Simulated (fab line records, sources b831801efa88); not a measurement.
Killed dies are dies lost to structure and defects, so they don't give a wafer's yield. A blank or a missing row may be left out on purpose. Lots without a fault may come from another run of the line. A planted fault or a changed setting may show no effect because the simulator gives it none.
Which tool did it? | flow gf180mcu | 11 lots, 33 wafers sampled, at 5 steps of a route of 602

WHAT THE GAUGES READ, wafer by wafer
GF_HV_LDD_CD_MEAS_46: target cd 400 nm. Usual: cd_nm 400.3 nm, standard deviation 2.6.
lot  | measured     | on        | cd_nm (nm)        | flag
L587 | day 12 14:09 | cd_sem-02 | 400.1 402.2 398.3 |
L589 | day 12 21:40 | cd_sem-02 | 400.4 400.6 401.8 |
L590 | day 13 15:54 | cd_sem-01 | 401.8 402.7 400.0 |
L591 | day 14 03:03 | cd_sem-01 | 397.4 395.9 397.4 |
L592 | day 14 08:57 | cd_sem-01 | 400.1 399.3 401.5 |
L594 | day 14 17:57 | cd_sem-01 | 402.4 401.6 402.1 |
L593 | day 14 20:49 | cd_sem-01 | 397.5 401.0 400.1 |
L596 | day 15 15:52 | cd_sem-02 | 405.7 406.3 407.3 |
L597 | day 15 22:50 | cd_sem-01 | 401.2 400.6 402.7 |
L601 | day 16 22:44 | cd_sem-01 | 395.8 395.7 395.1 |
L608 | day 19 07:19 | cd_sem-02 | 403.7 406.2 403.2 |

GF_HV_LDD_THK_MEAS_57. Usual: HV_LDD_CVD_56_THK 89.8 nm, standard deviation 0.82.
lot  | measured     | on            | HV_LDD_CVD_56_THK (nm) | flag
L587 | day 12 17:22 | film_metro-02 | 89.6 88.8 88.6         |
L589 | day 13 01:28 | film_metro-01 | 91.0 91.3 91.4         |
L590 | day 13 19:07 | film_metro-02 | 89.2 89.7 89.6         |
L591 | day 14 06:16 | film_metro-02 | 89.1 89.8 90.0         |
L592 | day 14 12:17 | film_metro-01 | 89.7 89.0 89.6         |
L594 | day 14 21:10 | film_metro-04 | 88.9 89.2 89.1         |
L593 | day 15 00:01 | film_metro-01 | 90.3 89.8 89.6         |
L596 | day 15 19:22 | film_metro-02 | 91.9 91.2 91.0         |
L597 | day 16 02:02 | film_metro-01 | 88.9 89.2 89.9         |
L601 | day 17 01:56 | film_metro-02 | 86.6 86.2 86.8         | OFF
L608 | day 19 10:31 | film_metro-02 | 89.7 89.2 90.0         |

GF_NSD_TW_MEAS_12. Usual: NSD_TW 4254, standard deviation 58.
lot  | measured     | on            | NSD_TW         | flag
L587 | day 13 14:00 | film_metro-01 | 4319 4281 4325 |
L589 | day 13 22:28 | film_metro-01 | 4286 4285 4297 |
L590 | day 14 15:20 | film_metro-01 | 4298 4286 4285 |
L591 | day 15 03:25 | film_metro-02 | 4160 4180 4155 |
L592 | day 15 09:54 | film_metro-03 | 4263 4267 4254 |
L594 | day 15 18:21 | film_metro-02 | 4171 4165 4152 |
L593 | day 15 22:48 | film_metro-03 | 4246 4267 4242 |
L596 | day 16 18:14 | film_metro-02 | 4142 4147 4166 |
L597 | day 17 00:50 | film_metro-02 | 4141 4177 4168 |
L601 | day 18 01:42 | film_metro-02 | 4177 4189 4198 |
L608 | day 20 11:07 | film_metro-03 | 4330 4291 4320 |

WHICH TOOL RAN EACH LOT (tool, then ch and the chambers of the sampled wafers, then the start)
lot  | GF_HV_LDD_CVD_56            | GF_HV_LDD_ETCHBACK_58
L587 | lpcvd-02 ch 0, day 12 15:56 | rie_diel-02 ch 0,2, day 12 17:25
L589 | lpcvd-02 ch 0, day 13 00:01 | rie_diel-02 ch 1,3, day 13 01:31
L590 | lpcvd-01 ch 0, day 13 17:41 | rie_diel-02 ch 0,1, day 13 19:10
L591 | lpcvd-01 ch 1, day 14 04:49 | rie_diel-03 ch 0,1, day 14 06:19
L592 | lpcvd-02 ch 1, day 14 10:52 | rie_diel-02 ch 0,1,3, day 14 12:21
L594 | lpcvd-02 ch 0, day 14 19:44 | rie_diel-03 ch 0,1,3, day 14 21:14
L593 | lpcvd-02 ch 1, day 14 22:34 | rie_diel-01 ch 1,2,3, day 15 00:04
L596 | lpcvd-01 ch 1, day 15 17:56 | rie_diel-01 ch 0,1,3, day 15 19:25
L597 | lpcvd-02 ch 0, day 16 00:37 | rie_diel-03 ch 1,2, day 16 02:06
L601 | lpcvd-01 ch 1, day 17 00:29 | rie_diel-01 ch 0,1,2, day 17 01:58
L608 | lpcvd-02 ch 1, day 19 09:05 | rie_diel-03 ch 0,1,3, day 19 10:34
- GF_HV_LDD_CVD_56: deposits Si3N4 from DCS/NH3, target thk 90 nm, time 1543 s.
- GF_HV_LDD_ETCHBACK_58: etches Si3N4 in CH3F/O2, stops on SiO2, time 100 s, target depth 90 nm.

WHAT THE TOOLS THEMSELVES READ (means of the sampled wafers that have a number; where no wafer has one, the mark that the record gives instead)
GF_HV_LDD_CVD_56. Usual: susceptor_temp_C 770.1 C, standard deviation 0.35; zone_power_centre_pct 12.8 %, standard deviation 1.2.
lot  | tool     | susceptor_temp_C (C) | zone_power_centre_pct (%) | flag
L587 | lpcvd-02 | 770.1                | 11.3                      |
L589 | lpcvd-02 | 769.9                | 11.3                      |
L590 | lpcvd-01 | 769.9                | 14.5                      |
L591 | lpcvd-01 | 769.6                | 13.7                      |
L592 | lpcvd-02 | 770.3                | 12.1                      |
L594 | lpcvd-02 | 769.8                | 11.4                      |
L593 | lpcvd-02 | 769.9                | 12.0                      |
L596 | lpcvd-01 | 770.0                | 13.9                      |
L597 | lpcvd-02 | 770.1                | 11.3                      |
L601 | lpcvd-01 | 768.7                | 13.8                      | OFF
L608 | lpcvd-02 | 770.3                | 12.1                      |

GF_HV_LDD_ETCHBACK_58. Usual: O2_flow_sccm 30.01 sccm, standard deviation 0.089; drypump_motor_current_A 5.8 A, standard deviation 0.54; oes_product_au 0.842 a.u., standard deviation 0.0061; rf_fwd_power_W 397.3 W, standard deviation 1.5; throttle_valve_pct 10.561 %, standard deviation 0.0084.
lot  | tool        | O2_flow_sccm (sccm) | drypump_motor_current_A (A) | oes_product_au (a.u.) | rf_fwd_power_W (W) | throttle_valve_pct (%) | flag
L587 | rie_diel-02 | 30.09               | 5.7                         | 0.842                 | 396.5              | 10.559                 |
L589 | rie_diel-02 | 30.02               | 6.1                         | 0.852                 | 397.6              | 10.558                 |
L590 | rie_diel-02 | 29.99               | 6.5                         | 0.837                 | 397.1              | 10.560                 |
L591 | rie_diel-03 | 30.05               | 5.6                         | 0.843                 | 396.3              | 10.553                 |
L592 | rie_diel-02 | 30.02               | 6.3                         | 0.839                 | 396.7              | 10.565                 |
L594 | rie_diel-03 | 30.05               | 6.0                         | 0.836                 | 397.5              | 10.573                 |
L593 | rie_diel-01 | 29.98               | 5.2                         | 0.839                 | 397.5              | 10.567                 |
L596 | rie_diel-01 | 29.96               | 5.5                         | 0.847                 | 395.6              | 10.565                 |
L597 | rie_diel-03 | 30.01               | 5.6                         | 0.843                 | 397.9              | 10.556                 |
L601 | rie_diel-01 | 30.08               | 5.5                         | 0.823                 | 397.1              | 10.564                 | OFF
L608 | rie_diel-03 | 30.02               | 6.0                         | 0.842                 | 398.3              | 10.560                 |

THE ANSWER, worked out from the rows above alone
Rule: a lot is off if the mean of its wafers that have a number lies more than 3 standard deviations from the usual mean. A lot without any number at a reading at which 4 lots or more have one is off too. The other lots that the step has rows for count as sound. The gauges are gone through in route order, then the tools' own readings, and for those a lot's mean is taken as printed above. The first step at which some lot is off is used, and at that step the reading that is off furthest; a lot without a number counts as furthest.
Off: L601, at GF_HV_LDD_THK_MEAS_57 (HV_LDD_CVD_56_THK).
A tool fits if, at a process step before that reading, it ran every lot that is off, and no sound lot after the first of them. The gauges at GF_HV_LDD_THK_MEAS_57 aren't tried: what is off there is off at GF_HV_LDD_CVD_56 too, on other tools, and a gauge's error can't cause that. One fits: lpcvd-01 at GF_HV_LDD_CVD_56. Its last sound lot is L596 (day 15 17:56), its first lot that is off L601 (day 17 00:29): a fault that began between those two fits.
The tool's own readings at GF_HV_LDD_CVD_56 bear it out: on the lots that are off they differ by more than 5 times the standard deviation of the sound lots' means. susceptor_temp_C reads 768.7 C there against 770.0 C on the sound lots.

WHAT THE SIMULATOR HAD PUT IN
Process parameter drift: lpcvd-01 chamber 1, from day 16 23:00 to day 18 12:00, at GF_HV_LDD_CVD_56. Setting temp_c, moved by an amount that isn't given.
Lots struck among those shown: L601. The rule above found the same.
